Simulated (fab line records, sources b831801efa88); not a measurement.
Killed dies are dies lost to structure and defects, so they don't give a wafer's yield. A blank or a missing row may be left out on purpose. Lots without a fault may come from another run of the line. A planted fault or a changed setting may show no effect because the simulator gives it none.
A struck lot beside a sound one | flow sky130 | 15 steps out of a route of 708
Sound: wafers L901.1, L901.3, L901.6. Struck: wafers L904.3, L904.4, L904.5. The cause comes at the end.
At each step with rows: each side's tool, then ch and its chambers, then its first start. Under that, the readings that differ: sound wafers | struck wafers | difference of the means | sigmas: that difference in standard deviations of wafers without a fault.
alike: readings whose means differ by less than 2 such deviations, and words and numbers that are the same on both sides. not compared: withheld readings, readings that some wafer has no value for, bounds like >300 that may hide the same value, and numbers for which the record gives no deviation and whose values overlap.
The two part at a step that has a row with sigmas, a row that says differs or no value, or rows on one side only. Numbers that don't overlap but have no deviation are shown without sigmas and don't part them. A reading that every wafer of one side lacks parts them only if that side has two wafers or more.

first, 2 steps without rows for these wafers: SKY_DNWELL_DEVELOP_06 (develop time 60 s); SKY_DNWELL_IMPLANT_07.
SKY_DNWELL_STRIP_08: strips in O2/N2.
  sound on plasma_asher-03 ch 0,1, day 5 10:47; struck on plasma_asher-01 ch 0,1, day 6 01:16
  alike: drypump_motor_current_A, n2_flow_sccm, oes_product_au, strip_time_to_endpoint_s
  not compared: rf_hours_counter_h
SKY_DNWELL_TW_MEAS_09:
  sound on film_metro-04, day 5 10:53; struck on film_metro-04, day 6 01:22
  alike: DNWELL_TW
then, 7 steps without rows for these wafers: SKY_PWDE_DEHYDRATE_00 (time 60 s); SKY_PWDE_HMDS_01 (prime time 60 s); SKY_PWDE_COAT_02 (resist thk 3000 nm); SKY_PWDE_SOFTBAKE_03; SKY_PWDE_EXPOSE_04 (exposes mask PWDEM, target cd 840 nm); SKY_PWDE_PEB_05; SKY_PWDE_DEVELOP_06 (develop time 60 s).
SKY_PWDE_OVL_MEAS_07:
  sound on overlay-02, day 6 04:47; struck on overlay-01, day 6 20:12
  alike: PWDE_OVL
SKY_PWDE_IMPLANT_08:
  sound on implanter-02 ch 0, day 6 04:49; struck on implanter-02 ch 0, day 6 20:16
  reading                   | sound                | struck               | difference | sigmas
  beam_energy_keV           | 150.02 150.01 149.99 | 138.93 138.96 139.04 | -11.03     | -99 or more
  model.implant.rp_nm (nm)  | 453.4 453.4 453.4    | 414.3 414.3 414.3    | -39.1      |
  model.implant.drp_nm (nm) | 97.97 97.97 97.97    | 95.21 95.21 95.21    | -2.76      |
SKY_PWDE_STRIP_09: strips in O2/N2.
  sound on plasma_asher-01 ch 0, day 6 04:58; struck on plasma_asher-01 ch 0,1, day 6 20:24
  alike: drypump_motor_current_A, n2_flow_sccm, oes_product_au, strip_time_to_endpoint_s
  not compared: rf_hours_counter_h
-- the record jumps here: 42 days lie between the struck wafers' starts before and after (it left off in module PWDE and takes up again in module PAD_OPEN, whose first step shown is number 708 of the route) --
SKY_PAD_OPEN_PROBE_99:
  sound on prober-01, day 48 11:13; struck on prober-01, day 48 17:44
  reading                                 | sound                         | struck                        | difference | sigmas
  model.etest.res_p_drift_20v.line_ohm_um | 1.119e+04 1.091e+04 1.112e+04 | 1.335e+04 1.267e+04 1.284e+04 | +1.880e+03 |
  model.etest.res_p_drift_20v.rs_ohm_sq   | 9310 9168 9209                | 1.11e+04 1.068e+04 1.077e+04  | +1.62e+03  |
  alike: killed_at_M0_to_M3, killed_at_M4_up, killed_at_contacts, killed_at_front_end, killed_at_other, killed_dies, killed_open, killed_short

WHERE THEY PART
Only at SKY_PWDE_IMPLANT_08, within this record. Later steps at which nothing parts them and some readings are alike: SKY_PWDE_STRIP_09, SKY_PAD_OPEN_PROBE_99.

WHY: what the simulator had put in
Process parameter drift: implanter-02, from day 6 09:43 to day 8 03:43, at SKY_PWDE_IMPLANT_08. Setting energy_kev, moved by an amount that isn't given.
